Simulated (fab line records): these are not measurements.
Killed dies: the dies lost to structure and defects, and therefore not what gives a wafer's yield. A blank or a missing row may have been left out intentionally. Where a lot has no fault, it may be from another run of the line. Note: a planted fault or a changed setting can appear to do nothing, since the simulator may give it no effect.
Struck lot and sound lot, side by side + flow sfqLine + 13 out of 325 route steps
Sound: these wafers, L833.1, L833.2, L833.5. Struck: wafer L840.2 (left out: L840.1, L840.6 of the same lot, which were not struck); the cause appears at the end.
For every step that has rows: the tool of each side, followed by ch and its chambers, followed by its first start. Under that, the readings that differ: sound wafers + struck wafers + difference of the means + sigmas: that difference in standard deviations of wafers without a fault.
alike: readings whose means differ by less than 2 such deviations, and words and numbers that are the same on both sides. not compared: withheld readings, readings that some wafer has no value for, bounds like >300 that may hide the same value, and numbers for which the record gives no deviation and whose values overlap.
A row with sigmas, a row that says differs or no value, or rows on one side alone: a step with any of these is where the two part. When numbers do not overlap yet have no deviation, they are printed without sigmas and do not part them. A reading that every wafer of one side lacks parts them only if that side has two wafers or more.

first, 1 step without rows for these wafers: SFQ_TRILAYER_M2_DEP_PRE_CLEAN_056 (time 22.5 s).
SFQ_TRILAYER_M2_DEP_SPUTTER_055: material Nb, target thk 200 nm, time 133.3 s.
  sound: pvdSputter-03 at day 30 17:11; struck: pvdSputter-06 at day 33 12:51
| reading              | sound          | struck | difference | sigmas |
|----------------------|----------------|--------|------------|--------|
| throttleValvePct (%) | 30.7 29.0 29.1 | 28.3   | -1.3       | -2     |
SFQ_M2_RS_MEAS_914: measures by four-point-probe.
  sound: filmMetro-02 at day 30 17:16; struck: filmMetro-03 at day 33 12:57
| reading           | sound             | struck | difference | sigmas |
|-------------------|-------------------|--------|------------|--------|
| M2_NB_RS (ohm/sq) | 0.871 0.886 0.874 | 0.921  | +0.044     | +4     |
then, 6 steps without rows for these wafers: SFQ_TRILAYER_M2_LITHO_COAT_062 (resist thk 62 nm); SFQ_TRILAYER_M2_LITHO_COAT_057 (resist thk 600 nm); SFQ_TRILAYER_M2_LITHO_SOFTBAKE_061; SFQ_TRILAYER_M2_LITHO_EXPOSE_058 (exposes mask M2, target cd 500 nm); SFQ_TRILAYER_M2_LITHO_PEB_060 (peb time 60 s); SFQ_TRILAYER_M2_LITHO_DEVELOP_059 (time 60 s).
-- the record jumps here: 6 days lie between the struck wafers' starts before and after --
SFQ_M2_OVL_MEAS_916:
  sound: overlay-02 at day 37 02:37; struck: overlay-02 at day 39 18:50
  alike: M2_OVL
SFQ_TRILAYER_M2_BARC_OPEN_METAL_ETCH_077: etches BARC in O2, target depth 125 nm, time 41.7 s.
  sound on rieMetal-02 ch 1, day 37 02:39; struck on rieMetal-03 ch 1, day 39 18:52
| reading             | sound             | struck | difference | sigmas |
|---------------------|-------------------|--------|------------|--------|
| oesProductAu (a.u.) | 0.683 0.680 0.687 | 0.695  | +0.012     | +2     |
  alike: drypumpMotorCurrentA
  not compared: rfHoursCounterH
SFQ_TRILAYER_M2_ETCH_METAL_ETCH_060: etches Nb in Cl2/Ar, stops on SiO2, target depth 240 nm, time 120 s.
  sound on rieMetal-02 ch 1, day 37 02:46; struck on rieMetal-03 ch 1, day 39 18:56
| reading                                            | sound             | struck | difference | sigmas |
|----------------------------------------------------|-------------------|--------|------------|--------|
| model.KrF_of_TRILAYER_M2_LITHO_COAT_057.thkNm (nm) | 382.1 382.6 381.3 | 312.7  | -69.3      |        |
| model.SiO2_of_TRILAYER_I1_DEP_PECVD_045.thkNm (nm) | 192.6 193.6 192.9 | 180.2  | -12.8      |        |
| model.M2.featureDepthNm (nm)                       | 204.3 200.9 203   | 205.7  | +3.0       |        |
  alike: drypumpMotorCurrentA, oesProductAu
  not compared: rfHoursCounterH
SFQ_TRILAYER_M2_STRIP_STRIP_061: strips in O2.
  sound on rieMetal-02 ch 1, day 37 03:01; struck on rieMetal-03 ch 1, day 39 19:03
  alike: drypumpMotorCurrentA, oesProductAu
  not compared: rfHoursCounterH

== WHERE THEY PART ==
At SFQ_TRILAYER_M2_DEP_SPUTTER_055 first; at SFQ_TRILAYER_M2_BARC_OPEN_METAL_ETCH_077 last (within this record only). Later steps at which nothing parts them and some readings are alike: SFQ_TRILAYER_M2_ETCH_METAL_ETCH_060, SFQ_TRILAYER_M2_STRIP_STRIP_061.

WHY: whatever the simulator had introduced
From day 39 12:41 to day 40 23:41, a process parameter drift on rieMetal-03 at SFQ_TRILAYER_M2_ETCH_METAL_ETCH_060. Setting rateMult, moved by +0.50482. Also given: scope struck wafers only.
